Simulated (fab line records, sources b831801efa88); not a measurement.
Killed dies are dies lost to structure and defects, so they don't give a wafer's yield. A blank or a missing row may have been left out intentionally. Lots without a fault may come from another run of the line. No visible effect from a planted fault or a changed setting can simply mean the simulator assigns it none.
fab line records | flow sfqLine
record lots=7 wafers=18 lastDay=77
route steps=325 shown I0@53 M1@58 I1@73 M2@88 M8@325
lots that met no fault: from a run of the same line without faults
startH: the number of hours between the record's first day and the start of the first shown wafer of the lot | waitH: hours since the lot's step before | " identical to the entry in the row above | L1.1+2: a single row standing in for several wafers | - no value present, or no start provided | * or withheld: withheld | < > ~ a bound
route shown NAME@n: NAME is a module with steps in the file, n the number in the route of the first one | usual: the fault-free wafers' mean and standard deviation | same: alike in all rows | chamber/n: place in a boat | sites: per-site readings | _std_site: the standard deviation of these | _edge_site: the outer-site mean with the inner-site mean subtracted | radiusMm: how far each site lies from the wafer's centre | mask NAME#n: copy n | behind: the tool/chamber that last shaped the wafer | hold: the reason the lot was held/the length of the hold in hours/how it ended | device: names the non-switching transistor (n, p or np) | end of line: at the end of the route, the tests of the same wafers | step lacking rows: just its recipe | killed: the dies lost at the first sort to structure and to defects; this is not the yield of the wafer | map: per-die view of a wafer (x killed, . not killed, _ where there is no die)
set.NAME: the setting as run; set.NAME@STEP: as run at that earlier step | model.NAME: the simulator's own value behind a step, which no gauge read
lots at some steps of the route; a table a step, a row a wafer
services: from which hour (startH, from the record's first day; less than 0 if before it) a tool's chamber was out of use, for how many hours, and why
## steps
# step SFQ_I0_OVL_MEAS_908
# usual I0_OVL=-1/5.3
# columns lot.wafer tool chamber startH waitH I0_OVL[nm]
L400.1 overlay-02 - 233.40 0.1 -8
L400.3 " - " " -5
L400.5 " - " " -5
L403.2 overlay-02 - 243.01 0.1 -5
L403.6 " - " " -1
L404.4 overlay-01 - 248.57 0.1 -3
L404.6 " - " " -9
L405.1 overlay-01 - 258.15 0.1 3
L405.4 " - " " 5
L414.2 overlay-02 - 336.01 0.1 -4
L414.3 " - " " -5
L414.6 " - " " -9
L416.1 overlay-01 - 346.81 0.1 2
L416.2 " - " " 7
L416.4 " - " " 7
L422.1 overlay-02 - 382.81 0.1 3
L422.3 " - " " -1
L422.4 " - " " -3
# step SFQ_TRILAYER_I0_VIA_BARC_OPEN_VIA_ETCH_046
# recipe maskMaterial=PR chemistry=O2 targetDepthNm=125 target=BARC sourceW=500 biasW=80 pressureMtorr=30 timeS=41.7
# usual chamberPressureMTorr=29.995/0.026 drypumpMotorCurrentA=5.7/0.42 oesProductAu=0.685/0.0042
# columns lot.wafer tool chamber startH waitH chamberPressureMTorr drypumpMotorCurrentA oesProductAu rfHoursCounterH
L400.1 rieDiel-04 3 233.44 0.0 29.961 5.8 0.688 100
L400.3 " 0 " " 30.032 5.7 0.677 90
L400.5 " 1 " " 30.019 5.8 0.682 -
L403.2 rieDiel-04 2 243.04 0.0 29.969 5.9 0.677 9
L403.6 " 2 " " 29.964 5.9 0.686 -
L404.4 rieDiel-04 1 248.59 0.0 29.988 5.8 0.684 102
L404.6 " 3 " " 29.964 5.8 0.685 -
L405.1 rieDiel-01 3 258.19 0.0 30.021 5.7 0.679 136
L405.4 " 1 " " 30.002 5.9 0.686 55
L414.2 rieDiel-01 0 336.04 0.0 29.937 4.8 0.694 122
L414.3 " 1 " " 29.963 5.8 0.686 57
L414.6 " 1 " " 30.006 5.8 0.677 -
L416.1 rieDiel-02 3 346.84 0.0 30.021 5.8 0.681 0
L416.2 " 0 " " 30.017 6.0 0.682 33
L416.4 " 1 " " 29.994 6.1 0.683 2
L422.1 rieDiel-04 3 382.84 0.0 30.024 5.8 0.685 103
L422.3 " 1 " " 29.965 5.8 0.685 104
L422.4 " 2 " " 29.979 5.9 0.688 11
# step SFQ_TRILAYER_I0_VIA_ETCH_VIA_ETCH_034
# recipe target=SiO2 stopOn=Nb maskMaterial=PR taperDeg=20 chemistry=CHF3 targetDepthNm=260 sourceW=500 biasW=80 pressureMtorr=30 timeS=withheld
# usual chamberPressureMTorr=29.999/0.025 drypumpMotorCurrentA=5.7/0.42 oesProductAu=0.855/0.0053
# columns lot.wafer tool chamber startH waitH chamberPressureMTorr drypumpMotorCurrentA oesProductAu
L400.1 rieDiel-04 3 233.48 0.0 30.010 5.8 0.859
L400.3 " 0 " " 30.037 5.7 0.857
L400.5 " 1 " " 29.961 5.8 0.853
L403.2 rieDiel-04 2 243.08 0.0 29.976 5.9 0.850
L403.6 " 2 " " 29.966 5.9 0.847
L404.4 rieDiel-04 1 248.63 0.0 30.008 5.8 0.859
L404.6 " 3 " " 29.980 5.8 0.855
L405.1 rieDiel-01 3 258.23 0.0 30.044 5.8 0.847
L405.4 " 1 " " 30.120 5.8 0.857
L414.2 rieDiel-01 0 336.08 0.0 29.998 4.8 0.857
L414.3 " 1 " " 30.014 5.8 0.858
L414.6 " 1 " " 30.034 5.8 0.857
L416.1 rieDiel-02 3 346.88 0.0 29.959 5.8 0.857
L416.2 " 0 " " 29.939 6.0 0.851
L416.4 " 1 " " 29.948 6.1 0.855
L422.1 rieDiel-04 3 382.88 0.0 29.986 5.8 0.859
L422.3 " 1 " " 29.994 5.8 0.863
L422.4 " 2 " " 29.991 5.9 0.842
# step SFQ_TRILAYER_I0_VIA_STRIP_STRIP_035
# recipe gas=O2 powerW=200 platenTempC=40 overashFraction=0.65 chemistry=O2 pressureMtorr=50
# step SFQ_TRILAYER_I0_VIA_STRIP_SOLV_CLEAN_036
# recipe chemistry=NMP tempC=70 timeS=600
# step SFQ_TRILAYER_M1_DEP_PRE_CLEAN_038
# recipe gas=Ar timeS=22.5 biasV=250
# step SFQ_TRILAYER_M1_DEP_SPUTTER_037
# recipe material=Nb basePressurePa=1.33e-06 chamberPressurePa=0.1333 substrateTempC=20 resputterCathodeVoltageV=400 targetThkNm=200 powerW=2000 timeS=133.3
# step SFQ_M1_RS_MEAS_909
# recipe thkMeasGauge=four-point-probe reads=Nb_of_TRILAYER_M1_DEP_SPUTTER_037
# usual M1_NB_RS=0.892/0.012
# columns lot.wafer tool chamber startH waitH M1_NB_RS[ohm/sq]
L400.1 filmMetro-01 - 234.48 0.0 0.870
L400.3 " - " " 0.865
L400.5 " - " " 0.887
L403.2 filmMetro-03 - 244.28 0.1 0.894
L403.6 " - " " 0.887
L404.4 filmMetro-01 - 249.69 0.1 0.900
L404.6 " - " " 0.891
L405.1 filmMetro-03 - 259.41 0.0 0.876
L405.4 " - " " 0.885
L414.2 filmMetro-03 - 337.28 0.1 0.895
L414.3 " - " " 0.885
L414.6 " - " " 0.895
L416.1 filmMetro-01 - 347.89 0.0 0.908
L416.2 " - " " 0.904
L416.4 " - " " 0.909
L422.1 filmMetro-01 - 383.89 0.0 0.897
L422.3 " - " " 0.882
L422.4 " - " " 0.885
# step SFQ_TRILAYER_M1_LITHO_COAT_044
# recipe resist=BARC spinRpm=3000 resistThkNm=62
# step SFQ_TRILAYER_M1_LITHO_COAT_039
# recipe resist=KrF spinRpm=3000 resistThkNm=600
# step SFQ_TRILAYER_M1_LITHO_SOFTBAKE_043
# recipe tempC=withheld timeS=withheld resist=KrF
# step SFQ_TRILAYER_M1_LITHO_EXPOSE_040
# recipe maskId=M1 na=0.6 sourceShape=conventional sigmaOuter=0.65 targetCdNm=500 doseMj=14.4
# usual stageVelMmS=500.01/0.27
# columns lot.wafer tool chamber startH waitH mask stageVelMmS
L400.1 krfScanner-01 0 298.51 - M1#0 500.05
L400.3 " 0 " " M1#0 499.83
L400.5 " 0 " " M1#0 499.73
L403.2 krfScanner-01 0 308.31 - M1#0 500.31
L403.6 " 0 " " M1#0 499.86
L404.4 krfScanner-01 0 314.71 - M1#0 499.94
L404.6 " 0 " " M1#0 500.07
L405.1 krfScanner-01 0 324.91 - M1#0 500.11
L405.4 " 0 " " M1#0 500.28
L414.2 krfScanner-01 0 399.51 - M1#0 500.17
L414.3 " 0 " " M1#0 500.15
L414.6 " 0 " " M1#0 500.28
L416.1 krfScanner-01 0 413.26 - M1#0 499.92
L416.2 " 0 " " M1#0 499.88
L416.4 " 0 " " M1#0 500.16
L422.1 krfScanner-01 0 444.36 - M1#0 499.91
L422.3 " 0 " " M1#0 499.80
L422.4 " 0 " " M1#0 499.84
# step SFQ_TRILAYER_M1_LITHO_PEB_042
# recipe pebTempC=115 pebTimeS=60 resist=KrF
# step SFQ_TRILAYER_M1_LITHO_DEVELOP_041
# recipe timeS=60 resist=KrF
# step SFQ_M1_OVL_MEAS_911
# usual M1_OVL=-2/6
# columns lot.wafer tool chamber startH waitH M1_OVL[nm]
L400.1 overlay-02 - 300.01 0.1 0
L400.3 " - " " 2
L400.5 " - " " 3
L403.2 overlay-02 - 309.61 0.1 -8
L403.6 " - " " -10
L404.4 overlay-02 - 315.62 0.1 1
L404.6 " - " " 2
L405.1 overlay-02 - 326.41 0.1 -5
L405.4 " - " " -3
L414.2 overlay-02 - 400.81 0.1 13
L414.3 " - " " 10
L414.6 " - " " 14
L416.1 overlay-02 - 414.76 0.1 -5
L416.2 " - " " -2
L416.4 " - " " 1
L422.1 overlay-01 - 445.86 0.1 -1
L422.3 " - " " -1
L422.4 " - " " 3
# step SFQ_TRILAYER_M1_BARC_OPEN_METAL_ETCH_054
# recipe maskMaterial=PR chemistry=O2 targetDepthNm=125 target=BARC icpW=600 biasW=80 pressureMtorr=10 timeS=41.7
# usual chamberPressureMTorr=9.998/0.012 drypumpMotorCurrentA=5.8/0.38 oesProductAu=0.685/0.0054
# columns lot.wafer tool chamber startH waitH chamberPressureMTorr drypumpMotorCurrentA oesProductAu rfHoursCounterH model.M1.cdNm
L400.1 rieMetal-02 0 300.04 0.0 10.002 6.3 0.684 19 498.2
L400.3 " 0 " " 9.984 6.4 0.678 - 498.5
L400.5 " 0 " " 10.011 6.4 0.690 - 498.2
L403.2 rieMetal-02 1 309.64 0.0 10.003 5.6 0.694 35 457.3
L403.6 " 1 " " 10.014 5.6 0.686 - 499.1
L404.4 rieMetal-02 0 315.66 0.0 10.000 6.3 0.683 - 459.7
L404.6 " 0 " " 9.985 6.3 0.690 - 502.9
L405.1 rieMetal-02 1 326.44 0.0 10.005 5.6 0.695 38 500.6
L405.4 " 1 " " 9.997 5.6 0.692 - 457.9
L414.2 rieMetal-03 1 400.84 0.0 9.996 5.3 0.689 145 501.6
L414.3 " 1 " " 9.995 5.3 0.688 - 502.6
L414.6 " 0 " " 9.987 5.1 0.687 - 500.8
L416.1 rieMetal-04 0 414.79 0.0 10.007 6.0 0.687 180 498.4
L416.2 " 1 " " 9.996 5.8 0.696 119 499.8
L416.4 " 0 " " 10.011 6.0 0.690 - 499.2
L422.1 rieMetal-02 0 445.89 0.0 9.987 6.3 0.697 38 502.7
L422.3 " 0 " " 10.006 6.3 0.679 - 502.6
L422.4 " 1 " " 10.004 5.6 0.686 - 502.4
# step SFQ_TRILAYER_M1_ETCH_METAL_ETCH_042
# recipe target=Nb stopOn=SiO2 maskMaterial=PR chemistry=Cl2/Ar targetDepthNm=240 icpW=600 biasW=80 pressureMtorr=10 timeS=120
# usual chamberPressureMTorr=10.001/0.009 drypumpMotorCurrentA=5.8/0.38 oesProductAu=0.893/0.0078
# columns lot.wafer tool chamber startH waitH chamberPressureMTorr drypumpMotorCurrentA oesProductAu rfHoursCounterH model.M1.cdNm
L400.1 rieMetal-02 0 300.10 0.0 9.998 6.4 0.896 19 501.5
L400.3 " 0 " " 10.007 6.4 0.905 - 502.1
L400.5 " 0 " " 9.985 6.4 0.891 - 502.6
L403.2 rieMetal-02 1 309.70 0.0 10.003 5.6 0.894 35 455.4
L403.6 " 1 " " 9.985 5.6 0.896 - 497.8
L404.4 rieMetal-02 0 315.74 0.1 9.986 6.4 0.890 - 463.3
L404.6 " 0 " " 10.002 6.3 0.889 - 506.5
L405.1 rieMetal-02 1 326.50 0.0 9.999 5.6 0.904 38 499
L405.4 " 1 " " 10.002 5.6 0.891 - 455.7
L414.2 rieMetal-03 1 400.90 0.0 10.018 5.3 0.890 145 498.9
L414.3 " 1 " " 9.992 5.4 0.902 - 500.5
L414.6 " 0 " " 10.028 5.1 0.894 - 497.3
L416.1 rieMetal-04 0 414.85 0.0 10.009 6.0 0.879 180 497.2
L416.2 " 1 " " 9.997 5.9 0.883 119 501.2
L416.4 " 0 " " 9.997 6.0 0.882 - 496.6
L422.1 rieMetal-02 0 445.95 0.0 10.009 6.3 0.891 38 504.8
L422.3 " 0 " " 10.001 6.3 0.892 - 504.4
L422.4 " 1 " " 9.991 5.6 0.888 - 499.7
# step SFQ_TRILAYER_M1_STRIP_STRIP_043
# recipe gas=O2 powerW=200 platenTempC=40 overashFraction=0.65 chemistry=O2 pressureMtorr=50
# step SFQ_TRILAYER_M1_STRIP_SOLV_CLEAN_044
# recipe chemistry=NMP tempC=70 timeS=600
# step SFQ_TRILAYER_I1_DEP_PECVD_045
# recipe material=SiO2 tempC=150 timeS=111.11 pressureTorr=2.4 rfW=183.3 precursor=SiH4/N2O targetThkNm=500
# usual heaterPowerOuterW=24/8.1 heaterPowerW=76/15 throttleValvePct=24.9/1.4
# columns lot.wafer tool chamber startH waitH heaterPowerOuterW heaterPowerW sinceWetCleanH throttleValvePct
L400.1 pecvd-01 0 301.18 0.0 22 74 462 25.3
L400.3 " 2 " " 34 92 462 23.4
L400.5 " 2 " " 36 91 - 23.6
L403.2 pecvd-04 1 310.78 0.0 25 69 103 23.8
L403.6 " 1 " " 26 72 - 24.2
L404.4 pecvd-01 2 316.64 0.0 28 80 - 23.5
L404.6 " 1 " " 20 78 - 25.7
L405.1 pecvd-02 2 327.40 0.0 28 91 1242 25.9
L405.4 " 1 " " 12 53 - 27.1
L414.2 pecvd-02 0 401.80 0.0 22 69 1316 26.0
L414.3 " 1 " " 12 55 1316 26.8
L414.6 " 0 " " 25 71 - 25.8
L416.1 pecvd-01 1 415.75 0.0 23 80 577 25.9
L416.2 " 2 " " 26 79 577 23.9
L416.4 " 2 " " 29 82 - 23.7
L422.1 pecvd-02 0 446.85 0.0 19 65 1361 26.0
L422.3 " 0 " " 22 66 - 26.1
L422.4 " 1 " " 13 54 - 27.2
# step SFQ_TRILAYER_I1_CMP_CMP_046
# recipe material=SiO2 downForcePsi=3 platenRpm=60 padVelocityMS=0.94248
# usual edgeZonePressureFrac=1.000/0.0049 motorCurrentA=9.7/0.59 slurryFilterDpKPa=13.51/0.14 timeToEndpointS=215/10
# columns lot.wafer tool chamber startH waitH edgeZonePressureFrac motorCurrentA slurryFilterDpKPa timeToEndpointS
L400.1 cmp-02 3 307.06 5.8 0.996 11.7 13.64 226
L400.3 " 0 " " 1.001 9.3 13.48 223
L400.5 " 0 309.56 8.3 0.999 10.1 13.52 230
L403.2 cmp-01 1 314.63 3.8 1.003 9.4 13.61 213
L403.6 " 1 316.63 5.8 0.999 9.1 13.47 215
L404.4 cmp-01 3 322.13 5.5 1.005 9.2 13.56 213
L404.6 " 0 " " 1.005 9.5 13.37 219
L405.1 cmp-01 1 329.63 2.2 0.996 9.0 13.48 208
L405.4 " 2 " " 0.994 10.2 13.72 219
L414.3 cmp-01 1 403.37 1.5 1.006 9.4 13.42 201
L414.2 " 2 " " 0.999 9.8 13.23 221
L414.6 " 1 405.37 3.5 1.006 9.7 13.42 218
L416.2 cmp-01 3 416.37 0.6 0.996 9.3 13.52 198
L416.4 " 0 " " 1.000 9.8 13.39 207
L416.1 " 2 417.87 2.1 1.010 10.1 13.62 215
L422.3 cmp-02 2 447.47 0.5 1.004 10.5 13.52 239
L422.1 " 3 " " 0.995 11.6 13.64 220
L422.4 " 0 " " 0.994 9.5 13.37 230
# step SFQ_I1_BOW_MEAS_912
# recipe mode=bow
# usual I1_BOW=0/7.5
# columns lot.wafer tool chamber startH waitH I1_BOW[um]
L400.1 filmMetro-02 - 310.06 2.5 10
L400.3 " - " " 10
L400.5 " - " " 4
L403.2 filmMetro-02 - 317.65 2.5 -3
L403.6 " - " " 3
L404.4 filmMetro-04 - 323.69 1.1 3
L404.6 " - " " -5
L405.1 filmMetro-04 - 332.63 2.5 6
L405.4 " - " " 6
L414.2 filmMetro-02 - 406.39 2.0 -2
L414.3 " - " " -11
L414.6 " - " " -14
L416.1 filmMetro-04 - 419.37 1.0 -1
L416.2 " - " " -15
L416.4 " - " " -12
L422.1 filmMetro-03 - 449.97 1.5 -5
L422.3 " - " " 9
L422.4 " - " " -1
# step SFQ_TRILAYER_I1_METRO_MEASURE_047
# step SFQ_TRILAYER_I1_VIA_LITHO_COAT_054
# recipe resist=BARC spinRpm=3000 resistThkNm=62
# step SFQ_TRILAYER_I1_VIA_LITHO_COAT_049
# recipe resist=KrF spinRpm=3000 resistThkNm=650
# step SFQ_TRILAYER_I1_VIA_LITHO_SOFTBAKE_053
# recipe tempC=withheld timeS=withheld resist=KrF
# step SFQ_TRILAYER_I1_VIA_LITHO_EXPOSE_050
# recipe maskId=I1 na=0.6 sourceShape=conventional sigmaOuter=0.65 targetCdNm=500 doseMj=21.3
# step SFQ_TRILAYER_I1_VIA_LITHO_PEB_052
# recipe pebTempC=115 pebTimeS=60 resist=KrF
# step SFQ_TRILAYER_I1_VIA_LITHO_DEVELOP_051
# recipe timeS=60 resist=KrF
# step SFQ_I1_OVL_MEAS_913
# usual I1_OVL=0/5.8
# columns lot.wafer tool chamber startH waitH I1_OVL[nm]
L400.1 overlay-01 - 409.33 0.1 5
L400.3 " - " " 11
L400.5 " - " " 1
L403.2 overlay-02 - 417.73 0.1 -3
L403.6 " - " " 2
L404.4 overlay-01 - 428.55 0.1 -4
L404.6 " - " " -5
L405.1 overlay-02 - 438.13 0.1 -5
L405.4 " - " " -15
L414.2 overlay-02 - 528.51 0.1 9
L414.3 " - " " 1
L414.6 " - " " 8
L416.1 overlay-01 - 541.70 0.1 7
L416.2 " - " " 7
L416.4 " - " " 1
L422.1 overlay-01 - 575.30 0.1 -1
L422.3 " - " " -10
L422.4 " - " " 0
# step SFQ_TRILAYER_I1_VIA_BARC_OPEN_VIA_ETCH_071
# recipe maskMaterial=PR chemistry=O2 targetDepthNm=125 target=BARC sourceW=500 biasW=80 pressureMtorr=30 timeS=41.7
# step SFQ_TRILAYER_I1_VIA_ETCH_VIA_ETCH_052
# recipe target=SiO2 stopOn=Nb maskMaterial=PR taperDeg=20 chemistry=CHF3 targetDepthNm=260 sourceW=500 biasW=80 pressureMtorr=30 timeS=withheld
# step SFQ_TRILAYER_I1_VIA_STRIP_STRIP_053
# recipe gas=O2 powerW=200 platenTempC=40 overashFraction=0.65 chemistry=O2 pressureMtorr=50
# step SFQ_TRILAYER_I1_VIA_STRIP_SOLV_CLEAN_054
# recipe chemistry=NMP tempC=70 timeS=600
# step SFQ_TRILAYER_M2_DEP_PRE_CLEAN_056
# recipe gas=Ar timeS=22.5 biasV=250
# step SFQ_TRILAYER_M2_DEP_SPUTTER_055
# recipe material=Nb basePressurePa=1.33e-06 chamberPressurePa=0.1333 substrateTempC=20 resputterCathodeVoltageV=400 targetThkNm=200 powerW=2000 timeS=133.3
# usual throttleValvePct=30.0/1
# columns lot.wafer tool chamber startH waitH throttleValvePct
L400.1 pvdSputter-05 - 410.40 0.0 30.9
L400.3 " - " " 30.8
L400.5 " - " " 31.0
L403.2 pvdSputter-06 - 418.74 0.0 30.6
L403.6 " - " " 30.9
L404.4 pvdSputter-04 - 429.54 0.0 31.4
L404.6 " - " " 31.7
L405.1 pvdSputter-04 - 439.12 0.0 31.5
L405.4 " - " " 29.1
L414.2 pvdSputter-04 - 530.13 0.0 29.8
L414.3 " - " " 29.2
L414.6 " - " " 31.4
L416.1 pvdSputter-06 - 542.70 0.0 29.1
L416.2 " - " " 30.9
L416.4 " - " " 31.1
L422.1 pvdSputter-05 - 576.31 0.0 31.1
L422.3 " - " " 28.5
L422.4 " - " " 29.7
# step SFQ_M2_RS_MEAS_914
# recipe thkMeasGauge=four-point-probe reads=Nb_of_TRILAYER_M2_DEP_SPUTTER_055
# usual M2_NB_RS=0.890/0.01
# columns lot.wafer tool chamber startH waitH M2_NB_RS[ohm/sq]
L400.1 filmMetro-04 - 410.49 0.0 0.895
L400.3 " - " " 0.884
L400.5 " - " " 0.895
L403.2 filmMetro-03 - 418.85 0.1 0.885
L403.6 " - " " 0.885
L404.4 filmMetro-03 - 429.69 0.1 0.875
L404.6 " - " " 0.878
L405.1 filmMetro-03 - 439.21 0.0 0.879
L405.4 " - " " 0.872
L414.2 filmMetro-04 - 530.33 0.1 0.902
L414.3 " - " " 0.892
L414.6 " - " " 0.894
L416.1 filmMetro-04 - 542.79 0.0 0.897
L416.2 " - " " 0.890
L416.4 " - " " 0.889
L422.1 filmMetro-03 - 576.40 0.0 0.894
L422.3 " - " " 0.873
L422.4 " - " " 0.896
# step SFQ_TRILAYER_M2_LITHO_COAT_062
# recipe resist=BARC spinRpm=3000 resistThkNm=62
# step SFQ_TRILAYER_M2_LITHO_COAT_057
# recipe resist=KrF spinRpm=3000 resistThkNm=600
# step SFQ_TRILAYER_M2_LITHO_SOFTBAKE_061
# recipe tempC=withheld timeS=withheld resist=KrF
# step SFQ_M8_BOW_MEAS_951
# recipe mode=bow
# usual M8_BOW=5/12
# columns lot.wafer tool chamber startH waitH M8_BOW[um] model.etest.m1.ohmUm
L400.1 filmMetro-04 - 1668.39 0.0 17 1.735
L400.3 " - " " 17 1.721
L400.5 " - " " 10 1.764
L403.2 filmMetro-04 - 1692.98 0.0 2 1.965
L403.6 " - " " 9 1.784
L404.4 filmMetro-01 - 1694.22 0.1 13 1.944
L404.6 " - " " 5 1.76
L405.1 filmMetro-02 - 1701.36 0.0 33 1.761
L405.4 " - " " 32 1.945
L414.2 filmMetro-02 - 1747.50 0.0 1 1.799
L414.3 " - " " -9 1.771
L414.6 " - " " -13 1.798
L416.1 filmMetro-04 - 1753.51 0.0 4 1.828
L416.2 " - " " -10 1.805
L416.4 " - " " -6 1.828
L422.1 filmMetro-01 - 1841.87 0.0 -4 1.773
L422.3 " - " " 11 1.748
L422.4 " - " " 0 1.774
## services
# columns tool chamber startH hours kind
cmp-01 - 210.11 1.1 repair
rieDiel-04 - 211.37 0.3 repair
cmp-01 - 227.31 6.3 pm
rieMetal-02 - 231.02 1.4 pm
krfScanner-01 - 242.70 0.8 pm
rieDiel-04 - 250.12 0.1 repair
krfScanner-01 - 261.45 1.3 pm
krfScanner-01 - 263.95 1.0 pm
rieMetal-02 1 271.23 4.4 repair
rieDiel-01 3 278.63 8.8 repair
rieDiel-04 - 311.40 1.0 repair
rieMetal-02 - 333.19 28.1 pm
rieDiel-04 - 377.89 2.8 pm
rieMetal-02 - 384.15 3.0 repair
rieDiel-04 - 388.08 15.6 pm
cmp-01 - 397.16 3.2 repair
cmp-01 - 409.37 4.0 pm
krfScanner-01 - 411.31 0.8 pm
krfScanner-01 - 432.46 1.0 pm
krfScanner-01 - 437.06 1.3 pm
cmp-01 - 504.96 0.8 repair
rieDiel-04 - 520.66 1.1 repair
rieMetal-02 - 533.04 2.8 pm
rieDiel-04 2 568.82 7.0 repair
## key
firstSign none at tools or gauges
modelEffect step=SFQ_TRILAYER_M1_BARC_OPEN_METAL_ETCH_054 value=M1.cdNm without=500.8 struck=458.3
modelEffect step=SFQ_TRILAYER_M1_ETCH_METAL_ETCH_042 value=M1.cdNm without=500.6 struck=458.1
modelEffect step=SFQ_M8_BOW_MEAS_951 value=etest.m1.ohmUm without=1.785 struck=1.951
metAt SFQ_TRILAYER_M1_LITHO_EXPOSE_040
struckWafers L403.2,L404.4,L405.4
onsetBetween 298.51 308.31
fault kind=processParameterDrift tool=krfScanner-01 chamber=- onsetH=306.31 steps=SFQ_TRILAYER_M1_LITHO_EXPOSE_040 channel=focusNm offset=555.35 shape=step endH=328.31 scope=struckWafersOnly
